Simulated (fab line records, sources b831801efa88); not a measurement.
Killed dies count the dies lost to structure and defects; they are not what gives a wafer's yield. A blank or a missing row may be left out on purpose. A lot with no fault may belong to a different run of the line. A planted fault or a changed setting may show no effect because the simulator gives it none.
Matching of chambers ; flow gf180mcu ; GF_CONTACT_CMP_04 on cmp-02 has 4 sister chambers
The step polishes SiO2. 8 wafers are shown with their chamber, then 8 later ones without.

WAFERS PAIRED WITH THEIR CHAMBERS
wafer;chamber;motor_current_A (A);time_to_endpoint_s (s)
L449.4;2;10.3;109
L452.2;3;13.4;101
L458.4;1;12.5;129
L458.5;1;12.5;123
L461.1;3;13.8;108
L461.3;0;13.3;102
L461.5;0;12.5;109
L463.1;2;10.2;99

WAFERS MISSING THEIR CHAMBER
wafer;motor_current_A (A);time_to_endpoint_s (s)
L463.3;14.2;106
L463.4;13.5;105
L466.1;13.8;104
L466.3;12.3;108
L466.6;13.9;108
L468.1;13.7;98
L468.4;12.6;110
L468.6;13.9;106

EACH ONE'S CHAMBER
wafer;from the rows above;in truth
L463.3;3;3
L463.4;can't be placed: 3 or 0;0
L466.1;3;3
L466.3;can't be placed: 0 or 1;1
L466.6;3;3
L468.1;can't be placed: 3 or 0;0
L468.4;can't be placed: 0 or 1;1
L468.6;3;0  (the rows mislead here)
Correct placement for 3 of the 8. Can't be placed from these rows: 4 (the true chamber is among the candidates in 4). 1 placed wrongly.
How it was worked out, from the rows above alone: a wafer's distance from a chamber is the root of the sum, over the readings, of the square of ((its reading less the chamber's mean) divided by the reading's scatter). If the next closest chamber is less than 2 further off than the closest, the wafer can't be placed; otherwise it belongs to the closest. The mean given for a chamber averages the wafers shown for that chamber. How the scatter is found: for the shown wafers, subtract from each reading the mean of its chamber, square and add these, divide the total by (wafers less chambers), then take the root.
